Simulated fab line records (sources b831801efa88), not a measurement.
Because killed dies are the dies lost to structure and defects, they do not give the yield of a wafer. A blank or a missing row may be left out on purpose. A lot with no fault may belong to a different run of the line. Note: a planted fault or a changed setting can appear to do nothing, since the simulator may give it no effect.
A single fault, viewed from 2 desks    flow gf180mcu    each desk holds nothing but its own numbers, with what lay behind them at the end

THE TOOL OWNER'S DESK: implanter-01
The tool's own readings at GF_HV_LDD_IMPLANT_34: means of the sampled wafers that have a number, for each lot that ran on this tool. The brackets show how far a lot's mean lies from the usual mean; more than 4 standard deviations puts the lot out of limits, marked OUT.
Columns: A = dose_ions_cm2 at GF_HV_LDD_IMPLANT_34, usual 7.5e+12; B = faraday_current_uA at GF_HV_LDD_IMPLANT_34, usual 42.2; C = rotation_deg at GF_HV_LDD_IMPLANT_34, usual 90.003 degrees
lot   first seen here  A                          B               C
L993  day 11 20:13     7.5e+12                    42.7            89.962
L994  day 12 00:19     7.5e+12                    42.2            90.008
L996  day 12 15:11     7.5e+12                    41.6            89.983
L102  day 14 06:16     7.5e+12                    43.3            89.989
L113  day 18 09:01     1.0e+13 (+99 or more) OUT  56.8 (+17) OUT  90.011
L114  day 18 18:08     1.0e+13 (+99 or more) OUT  57.2 (+18) OUT  90.000
This desk's verdict: out of limits on L113, L114, starting with L113 at day 18 09:01 (dose_ions_cm2 at GF_HV_LDD_IMPLANT_34). L993, L994, L996, L102: within limits.

THE METROLOGY DESK
What the gauges read for every lot (on any tool): the sampled wafers with a number, averaged. The brackets show how far a lot's mean lies from the usual mean; more than 4 standard deviations puts the lot out of limits, marked OUT.
Columns: A = HV_LDD_3_TW at GF_HV_LDD_TW_MEAS_38, usual 1428; B = cd_nm at GF_HV_LDD_CD_MEAS_46, usual 399.9 nm; C = HV_LDD_RS at GF_HV_LDD_RS_MEAS_53, usual 417.6 ohm/sq
lot   first seen here  A                B      C
L993  day 11 20:46     1420             401.4  418.1
L994  day 12 00:52     1425             402.0  418.3
L995  day 12 07:55     1417             403.5  418.7
L996  day 12 15:43     1423             401.1  416.1
L997  day 12 20:52     1426             399.8  417.2
L998  day 13 04:28     1423             398.5  417.6
L100  day 14 00:37     1429             400.1  416.7
L102  day 14 06:49     1430             401.2  418.0
L104  day 15 05:40     1445             399.2  417.7
L113  day 18 09:34     1486 (+7.5) OUT  400.0  410.4 (-6.0) OUT
L114  day 18 18:38     1463 (+4.5) OUT  398.0  411.7 (-4.9) OUT
This desk reports L113, L114 out of limits; the earliest was L113 at day 18 09:34 (HV_LDD_3_TW at GF_HV_LDD_TW_MEAS_38). L993, L994, L995, L996, L997, L998, L100, L102, L104: within limits.

TAKEN TOGETHER
The tool owner's desk could have raised an alarm at day 18 09:01, on L113, L114.
On L113, L114, the metrology desk was in a position to raise an alarm at day 18 09:34.
GF_HV_LDD_IMPLANT_34 was run on implanter-01 by each of the lots named.

WHAT THE SIMULATOR HAD INSERTED
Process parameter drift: implanter-01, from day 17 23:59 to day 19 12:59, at GF_HV_LDD_IMPLANT_34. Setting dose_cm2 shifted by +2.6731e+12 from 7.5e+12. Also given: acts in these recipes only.
Lots struck among those shown: L113, L114.
Counting hours from when the fault started, the first reading out of limits came at 9 for the tool owner's desk and at 10 for the metrology desk.
